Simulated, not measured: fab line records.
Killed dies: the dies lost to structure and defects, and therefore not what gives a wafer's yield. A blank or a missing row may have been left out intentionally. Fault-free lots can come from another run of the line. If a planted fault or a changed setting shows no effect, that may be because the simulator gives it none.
Which tool is to blame?    flow sky130    11 lots, 33 wafers sampled, at 5 steps of a route of 708

## WHAT EACH GAUGE READ, for each wafer
SKY_PASSIVATION_THK_MEAS_03. Usual: for PASSIVATION_CVD_02_THK the level is 532 nm and the standard deviation is 5.6.
lot   measured      on             PASSIVATION_CVD_02_THK (nm)  flag
L936  day 43 13:13  film-metro-04  527 525 540                  
L938  day 44 03:43  film-metro-02  524 519 531                  
L939  day 45 13:47  film-metro-04  525 537 535                  
L940  day 45 23:19  film-metro-01  534 535 525                  
L942  day 46 02:38  film-metro-01  527 541 543                  
L943  day 46 08:41  film-metro-02  518 523 533                  
L946  day 46 16:05  film-metro-01  530 531 533                  
L947  day 47 06:26  film-metro-04  532 535 542                  
L957  day 49 04:28  film-metro-04  528 527 536                  
L958  day 49 04:46  film-metro-04  533 533 541                  
L959  day 49 09:19  film-metro-02  527 527 524                  

## TOOL THAT RAN EACH LOT (tool first, then ch and the chambers of the sampled wafers, then the start)
lot   SKY_VIA4_CVD_18                SKY_METAL5_DESCUM_14               SKY_METAL5_METAL_ETCH_15           SKY_METAL5_STRIP_16
L936  cvd-w-02 ch 0,1, day 42 12:54  rie-metal-04 ch 0,1, day 43 11:56  rie-metal-04 ch 0,1, day 43 11:58  plasma-asher-04 ch 0,1, day 43 12:12
L938  cvd-w-02 ch 0,1, day 43 02:59  rie-metal-01 ch 0,1, day 44 02:32  rie-metal-01 ch 0,1, day 44 02:34  plasma-asher-04 ch 1, day 44 02:48
L939  cvd-w-01 ch 0,1, day 44 14:29  rie-metal-01 ch 0,1, day 45 12:31  rie-metal-01 ch 0,1, day 45 12:37  plasma-asher-01 ch 0,1, day 45 12:48
L940  cvd-w-02 ch 0,1, day 45 00:59  rie-metal-01 ch 0,1, day 45 22:02  rie-metal-01 ch 0,1, day 45 22:08  plasma-asher-02 ch 0,1, day 45 22:19
L942  cvd-w-02 ch 0,1, day 45 04:56  rie-metal-01 ch 0,1, day 46 01:26  rie-metal-01 ch 0,1, day 46 01:28  plasma-asher-04 ch 1, day 46 01:42
L943  cvd-w-01 ch 0,1, day 45 10:17  rie-metal-01 ch 0,1, day 46 07:29  rie-metal-01 ch 0,1, day 46 07:31  plasma-asher-04 ch 0,1, day 46 07:45
L946  cvd-w-01 ch 0,1, day 45 17:33  rie-metal-01 ch 0,1, day 46 14:50  rie-metal-01 ch 0,1, day 46 14:56  plasma-asher-04 ch 0,1, day 46 15:07
L947  cvd-w-02 ch 0,1, day 46 07:47  rie-metal-04 ch 0,1, day 47 05:16  rie-metal-04 ch 0,1, day 47 05:19  plasma-asher-04 ch 0,1, day 47 05:32
L957  cvd-w-02 ch 1, day 48 08:17    rie-metal-04 ch 0,1, day 49 03:18  rie-metal-04 ch 0,1, day 49 03:20  plasma-asher-02 ch 0,1, day 49 03:34
L958  cvd-w-01 ch 0,1, day 48 08:23  rie-metal-02 ch 0,1, day 49 03:36  rie-metal-02 ch 0,1, day 49 03:38  plasma-asher-01 ch 0,1, day 49 03:52
L959  cvd-w-02 ch 0,1, day 48 13:41  rie-metal-01 ch 0,1, day 49 08:09  rie-metal-01 ch 0,1, day 49 08:11  plasma-asher-01 ch 0,1, day 49 08:25
- SKY_VIA4_CVD_18: deposits W, target thk 505 nm, time 152.14 s.
- SKY_METAL5_DESCUM_14: chemistry O2, time 11 s.
- SKY_METAL5_METAL_ETCH_15: etches the open film in Cl2/BCl3, stops on SiO2, target depth 1260 nm, time 252 s.
- SKY_METAL5_STRIP_16: strips in O2/N2.

## WHAT THE TOOLS THEMSELVES READ (means of the sampled wafers that have a number; where no wafer has one, the mark that the record gives instead)
SKY_VIA4_CVD_18. Usual: 860 W for heater-power-w, sd 120.
lot   tool      heater-power-w (W)  flag
L936  cvd-w-02  870                 
L938  cvd-w-02  951                 
L939  cvd-w-01  822                 
L940  cvd-w-02  874                 
L942  cvd-w-02  865                 
L943  cvd-w-01  810                 
L946  cvd-w-01  802                 
L947  cvd-w-02  875                 
L957  cvd-w-02  1042                
L958  cvd-w-01  780                 
L959  cvd-w-02  864                 

SKY_METAL5_DESCUM_14. Usual: drypump-motor-current-A 5.3 A, standard deviation 0.39; he-backside-leak-sccm 3.27 sccm, standard deviation 0.14; oes-product-au 0.998 a.u., standard deviation 0.0089.
lot   tool          drypump-motor-current-A (A)  he-backside-leak-sccm (sccm)  oes-product-au (a.u.)  flag
L936  rie-metal-04  5.5                          3.24                          1.002                  
L938  rie-metal-01  4.9                          3.20                          0.990                  
L939  rie-metal-01  5.1                          3.20                          0.991                  
L940  rie-metal-01  5.1                          3.20                          0.992                  
L942  rie-metal-01  5.1                          3.24                          0.993                  
L943  rie-metal-01  5.1                          3.18                          1.000                  
L946  rie-metal-01  4.9                          3.33                          0.992                  
L947  rie-metal-04  5.7                          3.14                          0.998                  
L957  rie-metal-04  5.5                          3.30                          0.997                  
L958  rie-metal-02  5.6                          3.30                          1.008                  
L959  rie-metal-01  5.1                          3.18                          0.992                  

SKY_METAL5_METAL_ETCH_15. Usual: bias-w 48.48 W, standard deviation 0.16; drypump-motor-current-A 5.3 A, standard deviation 0.39; he-backside-leak-sccm 3.28 sccm, standard deviation 0.23; oes-product-au 0.893 a.u., standard deviation 0.0051; run-length-s 280.4 s, standard deviation 0.38; throttle-valve-pct 22.264 %, standard deviation 0.0081.
lot   tool          bias-w (W)  drypump-motor-current-A (A)  he-backside-leak-sccm (sccm)  oes-product-au (a.u.)  run-length-s (s)  throttle-valve-pct (%)  flag
L936  rie-metal-04  48.59       5.5                          3.32                          0.890                  280.6             22.262                  
L938  rie-metal-01  48.56       4.9                          3.27                          0.895                  280.5             22.259                  
L939  rie-metal-01  48.51       5.1                          3.20                          0.886                  280.5             22.259                  
L940  rie-metal-01  48.46       5.1                          3.22                          0.897                  280.3             22.267                  
L942  rie-metal-01  48.32       5.1                          3.25                          0.867                  292.6             22.267                  OFF
L943  rie-metal-01  48.46       5.1                          3.21                          0.869                  292.6             22.263                  OFF
L946  rie-metal-01  48.41       4.9                          3.29                          0.880                  286.4             22.262                  OFF
L947  rie-metal-04  48.54       5.7                          3.33                          0.894                  280.9             22.263                  
L957  rie-metal-04  48.39       5.5                          3.43                          0.898                  280.6             22.259                  
L958  rie-metal-02  48.31       5.5                          3.33                          0.890                  280.2             22.260                  
L959  rie-metal-01  48.35       5.1                          3.19                          0.895                  280.3             22.262                  

SKY_METAL5_STRIP_16. Usual: drypump-motor-current-A 5.6 A, standard deviation 0.45; n2-flow-sccm 300.1 sccm, standard deviation 0.91; oes-product-au 0.710 a.u., standard deviation 0.0043; strip-time-to-endpoint-s 13.11 s, standard deviation 0.12.
lot   tool             drypump-motor-current-A (A)  n2-flow-sccm (sccm)  oes-product-au (a.u.)  strip-time-to-endpoint-s (s)  flag
L936  plasma-asher-04  5.5                          301.0                0.708                  13.19                         
L938  plasma-asher-04  5.2                          300.3                0.708                  13.19                         
L939  plasma-asher-01  5.3                          300.1                0.707                  13.20                         
L940  plasma-asher-02  6.0                          300.6                0.714                  13.19                         
L942  plasma-asher-04  5.2                          300.3                0.707                  12.71                         OFF
L943  plasma-asher-04  5.5                          300.7                0.704                  12.82                         
L946  plasma-asher-04  5.5                          299.6                0.711                  13.04                         
L947  plasma-asher-04  5.4                          298.7                0.713                  13.20                         
L957  plasma-asher-02  6.1                          300.5                0.710                  13.14                         
L958  plasma-asher-01  5.3                          299.7                0.712                  12.89                         
L959  plasma-asher-01  5.3                          299.9                0.713                  13.18                         

## THE ANSWER, worked out from the rows above alone
Rule: lot off if the mean of its wafers having a number is beyond 3 standard deviations from the usual mean. Also off: a lot with no number at a reading for which 4 or more lots have one. Where the step has rows for the other lots, those lots are counted as sound. Order of review: gauges by route order, followed by the tools' own readings, for which a lot's mean as printed above is used. The first step at which some lot is off is used, and at that step the reading that is off furthest; a lot without a number counts as furthest.
Off: L942, L943, L946 (SKY_METAL5_METAL_ETCH_15, run-length-s).
A tool fits if, at that step or a process step before it, it ran every lot that is off, and no sound lot after the first of them. Of those tried, none fits.

## WHAT THE SIMULATOR HAD PUT IN
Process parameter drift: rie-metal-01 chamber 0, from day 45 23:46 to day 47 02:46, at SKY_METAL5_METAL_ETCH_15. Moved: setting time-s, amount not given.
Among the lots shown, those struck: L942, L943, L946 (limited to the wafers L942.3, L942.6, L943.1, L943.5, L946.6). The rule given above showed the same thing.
